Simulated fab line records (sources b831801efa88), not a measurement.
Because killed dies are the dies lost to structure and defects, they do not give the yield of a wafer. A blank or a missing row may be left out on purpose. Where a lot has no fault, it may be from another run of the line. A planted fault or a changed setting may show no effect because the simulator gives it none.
Comparing a struck lot with a sound one	flow sky130	17 steps out of a route of 708
Sound: wafers L766.1, L766.2, L766.3. Wafers struck: L771.1, L771.4, L771.5. The cause comes at the end.
Order at every step that has rows: each side's tool, ch and its chambers, its first start. Under that, the readings that differ: sound wafers	struck wafers	difference of the means	sigmas: that difference in standard deviations of wafers without a fault.
alike: a reading whose means differ by less than 2 such deviations, as well as words and numbers matching on both sides. not compared: withheld readings; readings where some wafer has no value; bounds like >300 that might hide an equal value; numbers whose values overlap and for which the record gives no deviation.
Wherever a step has rows on one side only, a row that says differs or no value, or a row with sigmas, the two part there. When numbers do not overlap yet have no deviation, they are printed without sigmas and do not part them. Lack of a reading on every wafer of one side parts them only where that side has two or more wafers.

SKY_VT_ADJUST_HVTR_OVL_MEAS_08:
  sound on overlay-01 at day 12 17:49; struck on overlay-01 at day 14 02:41
reading	sound	struck	difference	sigmas
VT_ADJUST_HVTR_OVL (nm)	0.5 1.6 1.8	-1.3 -1.7 -2.2	-3.0	-2
after that, 1 step had no rows for these wafers: SKY_VT_ADJUST_HVTR_IMPLANT_09.
SKY_VT_ADJUST_HVTR_STRIP_10: strips in O2/N2.
  sound on plasma-asher-03 ch 0,1, day 12 18:00; struck on plasma-asher-02 ch 0, day 14 02:52
  alike: drypump-motor-current-A, oes-product-au, strip-time-to-endpoint-s
  not compared: rf-hours-counter-h
SKY_VT_ADJUST_HVTR_TW_MEAS_11:
  sound on film-metro-01 at day 12 18:06; struck on film-metro-04 at day 14 02:58
  alike: VT_ADJUST_HVTR_TW
then, 7 steps without rows for these wafers: SKY_VT_ADJUST_PCH_DEHYDRATE_00 (time 60 s); SKY_VT_ADJUST_PCH_HMDS_01 (prime time 60 s); SKY_VT_ADJUST_PCH_COAT_02 (resist thk 3000 nm); SKY_VT_ADJUST_PCH_SOFTBAKE_03; SKY_VT_ADJUST_PCH_EXPOSE_04 (exposes mask NWM, target cd 840 nm); SKY_VT_ADJUST_PCH_PEB_05; SKY_VT_ADJUST_PCH_DEVELOP_06 (develop time 60 s).
SKY_VT_ADJUST_PCH_OVL_MEAS_07:
  sound on overlay-01 at day 13 19:33; struck on overlay-02 at day 15 05:14
  alike: VT_ADJUST_PCH_OVL
SKY_VT_ADJUST_PCH_IMPLANT_08:
  sound on implanter-04 ch 0, day 13 19:35; struck on implanter-04 ch 0, day 15 05:16
reading	sound	struck	difference	sigmas
dose-ions-cm2	4.999e+11 5.007e+11 5.003e+11	2.199e+11 2.208e+11 2.21e+11	-2.797e+11	-99 or more
faraday-current-uA	2.81 2.79 2.82	1.25 1.25 1.23	-1.56	-29
SKY_VT_ADJUST_PCH_STRIP_09: strips in O2/N2.
  sound on plasma-asher-03 ch 0,1, day 13 19:44; struck on plasma-asher-03 ch 0,1, day 15 05:25
  alike: drypump-motor-current-A, oes-product-au, strip-time-to-endpoint-s
  not compared: rf-hours-counter-h
SKY_VT_ADJUST_PCH_TW_MEAS_10:
  sound on film-metro-04 at day 13 19:50; struck on film-metro-03 at day 15 05:31
reading	sound	struck	difference	sigmas
VT_ADJUST_PCH_TW	144.5 144.4 144.0	114.9 114.7 115.3	-29.3	-20
then, 1 step without rows for these wafers: SKY_SONOS_TUNNEL_DEHYDRATE_00 (time 60 s).
-- a jump in the record: the struck wafers' starts before and after are 34 days apart (it breaks off in module SONOS_TUNNEL and resumes in module PAD_OPEN, where the first step shown is number 708 of the route) --
SKY_PAD_OPEN_PROBE_99:
  sound on prober-02 at day 48 14:23; struck on prober-01 at day 49 13:46
reading	sound	struck	difference	sigmas
model.etest.pfet-g5v0d10v5.r-on-ohm-um	4744 4654 4712	4908 4907 4840	+182	
model.etest.pfet-g5v0d10v5.drive-ua-um	341 347.7 345.1	322.7 324.8 328.9	-19.1	
model.etest.pfet_01v8_lvt.drive-ua-um	172.4 176.2 171.9	167.7 167.5 165.8	-6.5	
model.etest.pfet_16v.drive-ua-um	242.5 248.1 245.2	237 238.5 237.6	-8	
model.etest.pfet_01v8_lvt.off-log10-a-um	-8.817 -8.654 -8.788	-9.712 -9.864 -9.772	-1.030	
model.etest.pfet-g5v0d10v5.off-log10-a-um	-12.52 -12.27 -12.25	-13.34 -13.55 -13.5	-1.12	
model.etest.pfet-g5v0d10v5.vt-sat-v (V)	-0.6382 -0.6147 -0.612	-0.7477 -0.7562 -0.7544	-0.1311	
  alike: killed_at_M0_to_M3, killed_at_M4_up, killed-at-contacts, killed-at-front-end, killed-at-other, killed-dies, killed-open, killed-short
  not compared: model.etest.nfet_16v.r-on-ohm-um

## WHERE THEY PART
Last at SKY_VT_ADJUST_PCH_TW_MEAS_10 as far as this record goes, first at SKY_VT_ADJUST_HVTR_OVL_MEAS_08. Later steps at which nothing parts them and some readings are alike: SKY_PAD_OPEN_PROBE_99.

WHY: the cause the simulator had injected
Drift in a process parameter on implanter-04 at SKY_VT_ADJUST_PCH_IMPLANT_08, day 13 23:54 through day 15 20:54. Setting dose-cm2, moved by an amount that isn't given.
